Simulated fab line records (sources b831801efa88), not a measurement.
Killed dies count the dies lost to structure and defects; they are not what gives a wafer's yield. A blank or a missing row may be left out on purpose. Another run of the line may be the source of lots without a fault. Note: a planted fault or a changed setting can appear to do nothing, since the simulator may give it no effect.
The tool behind it: which one? | flow gf180mcu | 39 wafers from 13 lots sampled at 4 of the route's 602 steps

WHAT THE GAUGES SHOWED, per wafer
GF_V2_BOW_MEAS_05. Usual: V2_BOW typically reads 100 um, with standard deviation 9.
lot  | measured     | on           | V2_BOW (um) | flag
L697 | day 19 04:03 | filmMetro-04 | 98 97 82    | 
L698 | day 19 08:54 | filmMetro-03 | 109 85 83   | 
L701 | day 20 23:59 | filmMetro-04 | 81 95 97    | 
L702 | day 21 07:08 | filmMetro-02 | 96 94 103   | 
L704 | day 22 00:26 | filmMetro-04 | 104 98 97   | 
L703 | day 22 02:52 | filmMetro-02 | 86 99 104   | 
L706 | day 22 17:45 | filmMetro-03 | 84 100 109  | 
L707 | day 23 06:08 | filmMetro-04 | 115 103 98  | 
L709 | day 23 16:40 | filmMetro-02 | 110 101 102 | 
L716 | day 25 20:02 | filmMetro-02 | 98 86 99    | 
L718 | day 26 16:02 | filmMetro-03 | 108 109 114 | 
L719 | day 26 21:58 | filmMetro-04 | 100 109 102 | 
L720 | day 27 01:10 | filmMetro-04 | 99 103 98   | 

GF_V2_CD_MEAS_14: target cd 260 nm. Usual: cdNm reads 260.2 nm (standard deviation 1.1).
lot  | measured     | on       | cdNm (nm)         | flag
L697 | day 20 04:18 | cdSem-02 | 261.9 260.7 262.0 | 
L698 | day 20 09:23 | cdSem-01 | 261.3 262.0 262.4 | 
L701 | day 21 23:50 | cdSem-01 | 259.7 261.0 260.6 | 
L702 | day 22 06:01 | cdSem-02 | 258.4 259.1 258.2 | 
L704 | day 22 23:23 | cdSem-02 | 260.1 258.9 260.1 | 
L703 | day 23 01:23 | cdSem-01 | 259.9 259.4 259.3 | 
L706 | day 23 16:46 | cdSem-01 | 257.6 258.8 257.6 | 
L707 | day 24 04:41 | cdSem-02 | 261.0 260.3 261.9 | 
L709 | day 24 15:25 | cdSem-02 | 259.6 260.0 260.3 | 
L716 | day 26 16:13 | cdSem-02 | 259.8 260.4 260.6 | 
L718 | day 27 13:00 | cdSem-02 | 261.1 261.4 261.0 | 
L719 | day 27 17:43 | cdSem-02 | 259.4 259.7 260.5 | 
L720 | day 27 20:44 | cdSem-02 | 260.7 258.1 260.3 | 

GF_V3_OVL_MEAS_15. Usual: V3_OVL typically reads -2 nm, with standard deviation 5.2.
lot  | measured     | on         | V3_OVL (nm) | flag
L697 | day 22 07:04 | overlay-02 | -5 0 -1     | 
L698 | day 22 12:16 | overlay-02 | 4 -2 2      | 
L701 | day 24 01:07 | overlay-01 | -2 -11 -1   | 
L702 | day 24 06:10 | overlay-02 | 6 -6 2      | 
L704 | day 24 22:40 | overlay-02 | 8 7 3       | 
L703 | day 25 00:49 | overlay-02 | 0 0 3       | 
L706 | day 25 14:40 | overlay-02 | -8 -9 -7    | 
L707 | day 26 03:01 | overlay-01 | -4 -6 -5    | 
L709 | day 26 12:56 | overlay-01 | -5 -5 -5    | 
L716 | day 28 11:40 | overlay-02 | -1 1 -3     | 
L718 | day 29 06:39 | overlay-02 | 4 1 -3      | 
L719 | day 29 11:04 | overlay-02 | 3 5 4       | 
L720 | day 29 14:55 | overlay-02 | 7 -2 -3     | 

EACH LOT AND THE TOOL THAT RAN IT (in order: tool; ch and the chambers of the sampled wafers; start)
lot  | GF_M3_STRIP_17
L697 | plasmaAsher-04 ch 0,1, day 21 06:37
L698 | plasmaAsher-02 ch 0,1, day 21 11:18
L701 | plasmaAsher-04 ch 0,1, day 23 00:52
L702 | plasmaAsher-02 ch 0, day 23 06:52
L704 | plasmaAsher-01 ch 0,1, day 24 00:04
L703 | plasmaAsher-04 ch 0,1, day 24 01:52
L706 | plasmaAsher-01 ch 0,1, day 24 16:00
L707 | plasmaAsher-01 ch 0,1, day 25 04:55
L709 | plasmaAsher-01 ch 0,1, day 25 14:21
L716 | plasmaAsher-04 ch 0,1, day 27 14:52
L718 | plasmaAsher-01 ch 0,1, day 28 10:37
L719 | plasmaAsher-02 ch 0, day 28 15:07
L720 | plasmaAsher-01 ch 0,1, day 28 18:28
- GF_M3_STRIP_17: strips in O2/N2.

AS READ BY THE TOOLS THEMSELVES (means over the sampled wafers that have a number; for cases with no such wafer, the mark the record gives instead)
GF_M3_STRIP_17. Usual: chamberPressureMTorr 1500.1 mTorr, standard deviation 1.4; drypumpMotorCurrentA 6.41 A, standard deviation 0.21; heaterPowerW 355 W, standard deviation 25; oesProductAu 0.537 a.u., standard deviation 0.0047; stripTimeToEndpointS 7.40 s, standard deviation 0.04.
lot  | tool           | chamberPressureMTorr (mTorr) | drypumpMotorCurrentA (A) | heaterPowerW (W) | oesProductAu (a.u.) | stripTimeToEndpointS (s) | flag
L697 | plasmaAsher-04 | 1500.3                       | 6.29                     | 370              | 0.535               | 7.40                     | 
L698 | plasmaAsher-02 | 1499.9                       | 6.45                     | 351              | 0.535               | 7.38                     | 
L701 | plasmaAsher-04 | 1500.6                       | 6.28                     | 370              | 0.533               | 7.40                     | 
L702 | plasmaAsher-02 | 1499.3                       | 6.07                     | 309              | 0.537               | 7.41                     | 
L704 | plasmaAsher-01 | 1498.8                       | 6.55                     | 358              | 0.540               | 7.42                     | 
L703 | plasmaAsher-04 | 1499.8                       | 6.29                     | 379              | 0.534               | 7.37                     | 
L706 | plasmaAsher-01 | -                            | -                        | -                | -                   | -                        | OFF
L707 | plasmaAsher-01 | -                            | -                        | -                | -                   | -                        | OFF
L709 | plasmaAsher-01 | 1499.2                       | 6.55                     | 362              | 0.537               | 7.40                     | 
L716 | plasmaAsher-04 | 1499.8                       | 6.30                     | 378              | 0.540               | 7.42                     | 
L718 | plasmaAsher-01 | 1499.8                       | 6.55                     | 367              | 0.543               | 7.48                     | 
L719 | plasmaAsher-02 | 1500.5                       | 6.07                     | 306              | 0.540               | 7.40                     | 
L720 | plasmaAsher-01 | 1499.8                       | 6.55                     | 364              | 0.539               | 7.43                     | 

THE ANSWER, worked out from the rows above alone
Rule: a lot is off if the mean of its wafers that have a number lies more than 3 standard deviations from the usual mean. A lot without any number at a reading at which 4 lots or more have one is off too. Any other lot the step has rows for is counted as sound. Order of review: gauges by route order, followed by the tools' own readings, for which a lot's mean as printed above is used. The first step at which some lot is off is used, and at that step the reading that is off furthest; a lot without a number counts as furthest.
Off: L706, L707, at GF_M3_STRIP_17 (chamberPressureMTorr). Without a number there: L706, L707.
A tool fits if, at that step or a process step before it, it ran every lot that is off, and no sound lot after the first of them. None of those tried fits.

WHAT WAS PUT IN BY THE SIMULATOR
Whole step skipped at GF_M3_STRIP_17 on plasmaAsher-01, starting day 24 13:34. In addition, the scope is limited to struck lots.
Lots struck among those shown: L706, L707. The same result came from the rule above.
